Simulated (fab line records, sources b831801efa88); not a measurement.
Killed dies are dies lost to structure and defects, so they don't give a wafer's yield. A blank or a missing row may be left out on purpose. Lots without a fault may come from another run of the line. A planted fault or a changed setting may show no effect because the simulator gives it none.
Which tool did it? | flow gf180mcu | 14 lots, 42 wafers sampled, at 2 steps of a route of 602

WHAT THE GAUGES READ, wafer by wafer
GF_M2_THK_MEAS_06: measures by xrf. Usual: M2_ALCU_THK 450 nm, standard deviation 6.9.
lot  | measured     | on            | M2_ALCU_THK (nm) | flag
L437 | day 18 01:02 | film_metro-02 | 460 461 459      |
L439 | day 18 19:22 | film_metro-02 | 452 460 456      |
L440 | day 19 05:10 | film_metro-03 | 457 450 456      |
L441 | day 19 19:12 | film_metro-02 | 454 454 451      |
L442 | day 20 08:37 | film_metro-03 | 457 455 448      |
L443 | day 20 19:38 | film_metro-02 | 460 454 455      |
L445 | day 21 05:10 | film_metro-03 | 449 457 455      |
L446 | day 21 17:35 | film_metro-01 | 444 449 449      |
L447 | day 22 02:01 | film_metro-02 | 464 465 453      |
L449 | day 22 17:03 | film_metro-02 | 461 458 457      |
L450 | day 23 02:00 | film_metro-03 | 448 451 449      |
L451 | day 23 08:53 | film_metro-02 | 455 450 444      |
L455 | day 24 17:48 | film_metro-01 | 442 442 443      |
L457 | day 25 04:21 | film_metro-01 | 438 445 440      |

GF_M3_THK_MEAS_06: measures by xrf. Usual: M3_ALCU_THK 450 nm, standard deviation 6.6.
lot  | measured     | on            | M3_ALCU_THK (nm) | flag
L437 | day 20 02:53 | film_metro-04 | 459 441 455      |
L439 | day 20 22:51 | film_metro-03 | 451 450 451      |
L440 | day 21 08:36 | film_metro-02 | 454 450 448      |
L441 | day 21 21:24 | film_metro-04 | 444 443 442      |
L442 | day 22 10:43 | film_metro-03 | 445 445 451      |
L443 | day 22 21:41 | film_metro-04 | 454 448 440      |
L445 | day 23 06:29 | film_metro-03 | 450 451 449      |
L446 | day 23 18:12 | film_metro-03 | 450 454 453      |
L447 | day 24 02:45 | film_metro-04 | 442 448 439      |
L449 | day 24 16:54 | film_metro-02 | 452 459 458      |
L450 | day 25 01:21 | film_metro-03 | 459 453 455      |
L451 | day 25 07:49 | film_metro-04 | 452 440 446      |
L455 | day 26 16:29 | film_metro-02 | 453 458 464      |
L457 | day 27 00:57 | film_metro-04 | 443 441 438      |

WHICH TOOL RAN EACH LOT (tool, then ch and the chambers of the sampled wafers, then the start)
The record holds no process step before these readings.

WHAT THE TOOLS THEMSELVES READ (means of the sampled wafers that have a number; where no wafer has one, the mark that the record gives instead)
The record holds no such reading with a usual standard deviation.

THE ANSWER, worked out from the rows above alone
Rule: a lot is off if the mean of its wafers that have a number lies more than 3 standard deviations from the usual mean. A lot without any number at a reading at which 4 lots or more have one is off too. The other lots that the step has rows for count as sound. The gauges are gone through in route order, then the tools' own readings, and for those a lot's mean is taken as printed above. The first step at which some lot is off is used, and at that step the reading that is off furthest; a lot without a number counts as furthest.
No lot is off at any reading shown: from this, nothing can be told.

WHAT THE SIMULATOR HAD PUT IN
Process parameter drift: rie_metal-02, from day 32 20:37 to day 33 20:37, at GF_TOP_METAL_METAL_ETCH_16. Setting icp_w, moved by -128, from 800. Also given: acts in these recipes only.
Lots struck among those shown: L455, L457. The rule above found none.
